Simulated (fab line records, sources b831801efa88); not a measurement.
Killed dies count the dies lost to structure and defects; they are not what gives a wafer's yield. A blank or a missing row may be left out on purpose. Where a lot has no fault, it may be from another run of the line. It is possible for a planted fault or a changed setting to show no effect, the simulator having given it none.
A lot that was struck, set against a sound lot | flow sky130 | 18 out of 708 route steps
Sound: these wafers, L878.1, L878.5, L878.6. Wafers L885.3, L885.5, L885.6 were the ones struck. The cause is named last.
For every step that has rows: the tool of each side, followed by ch and its chambers, followed by its first start. Under that, the readings that differ: sound wafers | struck wafers | difference of the means | sigmas: that difference in standard deviations of wafers without a fault.
alike: readings whose means differ by less than 2 such deviations, and words and numbers that are the same on both sides. not compared: withheld readings, readings that some wafer has no value for, bounds like >300 that may hide the same value, and numbers for which the record gives no deviation and whose values overlap.
A row with sigmas, a row that says differs or no value, or rows on one side alone: a step with any of these is where the two part. When numbers do not overlap yet have no deviation, they are printed without sigmas and do not part them. Lack of a reading on every wafer of one side parts them only where that side has two or more wafers.

first, 3 steps without rows for these wafers: SKY_VT_ADJUST_HVTP_EXPOSE_04 (exposes mask HVTPM, target cd 380 nm); SKY_VT_ADJUST_HVTP_PEB_05; SKY_VT_ADJUST_HVTP_DEVELOP_06 (develop time 60 s).
SKY_VT_ADJUST_HVTP_CD_MEAS_07: the cd target is 380 nm.
  struck on cd-sem-02, day 10 04:32; sound on cd-sem-01, day 8 07:39
  alike: cd-nm
SKY_VT_ADJUST_HVTP_OVL_MEAS_08:
  struck on overlay-01, day 10 04:37; sound on overlay-02, day 8 07:46
  alike: VT_ADJUST_HVTP_OVL
after that, 1 step had no rows for these wafers: SKY_VT_ADJUST_HVTP_IMPLANT_09.
SKY_VT_ADJUST_HVTP_STRIP_10: strips in O2/N2.
  sound on plasma-asher-02 ch 0,1, day 8 07:58; struck on plasma-asher-02 ch 0,1, day 10 04:50
  alike: drypump-motor-current-A, oes-product-au, strip-time-to-endpoint-s
  not compared: rf-hours-counter-h
SKY_VT_ADJUST_HVTP_TW_MEAS_11:
  struck on film-metro-01, day 10 04:55; sound on film-metro-01, day 8 08:04
  alike: VT_ADJUST_HVTP_TW
then, 4 steps without rows for these wafers: SKY_VT_ADJUST_LVTN_DEHYDRATE_00 (time 60 s); SKY_VT_ADJUST_LVTN_HMDS_01 (prime time 60 s); SKY_VT_ADJUST_LVTN_COAT_02 (resist thk 3000 nm); SKY_VT_ADJUST_LVTN_SOFTBAKE_03.
SKY_VT_ADJUST_LVTN_EXPOSE_04: exposes mask NWM COMPLEMENT LESS NATIVE, target cd 840 nm.
  sound on iline-stepper-01 ch 0, day 8 18:05; struck on iline-stepper-02 ch 0, day 10 16:29
  reading                                | sound             | struck            | difference | sigmas
  model.VT_ADJUST_LVTN.overlay-x-nm (nm) | -1.27 -1.27 -1.27 | 199.3 199.3 199.3 | +200.6     |
  alike: mask, focus-offset-nm
then, 2 steps without rows for these wafers: SKY_VT_ADJUST_LVTN_PEB_05; SKY_VT_ADJUST_LVTN_DEVELOP_06 (develop time 60 s).
SKY_VT_ADJUST_LVTN_OVL_MEAS_07:
  struck on overlay-02, day 11 03:36; sound on overlay-01, day 9 03:53
  reading                 | sound          | struck            | difference | sigmas
  VT_ADJUST_LVTN_OVL (nm) | -2.9 -1.8 -1.8 | 198.0 197.4 196.2 | +199.4     | +99 or more
after that, 1 step had no rows for these wafers: SKY_VT_ADJUST_LVTN_IMPLANT_08.
-- the record jumps here: 38 days lie between the struck wafers' starts before and after (it left off in module VT_ADJUST_LVTN and takes up again in module PAD_OPEN, whose first step shown is number 708 of the route) --
SKY_PAD_OPEN_PROBE_99:
  struck on prober-02, day 49 10:08; sound on prober-02, day 47 22:56
  reading                                    | sound                   | struck                  | difference | sigmas
  killed-at-front-end                        | 13 19 13                | 26 29 30                | +13        | +3
  killed-dies                                | 71 86 82                | 95 108 107              | +24        | +2
  model.etest.sram-pfet-latch.off-log10-a-um | -12.79 -12.81 -12.47    | -12.04 -12.2 -12.08     | +0.58      |
  model.etest.sram-pfet-latch.vt-sat-v (V)   | -0.7632 -0.7769 -0.7496 | -0.7168 -0.7343 -0.7265 | +0.0374    |
  model.etest.sram-pfet-latch.vt-v (V)       | -0.8994 -0.9067 -0.8815 | -0.8534 -0.8757 -0.869  | +0.0298    |
  alike: killed_at_M0_to_M3, killed_at_M4_up, killed-at-contacts, killed-at-other, killed-open, killed-short

WHERE THEY PART
At SKY_VT_ADJUST_LVTN_OVL_MEAS_07 first; at SKY_PAD_OPEN_PROBE_99 last (within this record only).

WHY: the cause the simulator had injected
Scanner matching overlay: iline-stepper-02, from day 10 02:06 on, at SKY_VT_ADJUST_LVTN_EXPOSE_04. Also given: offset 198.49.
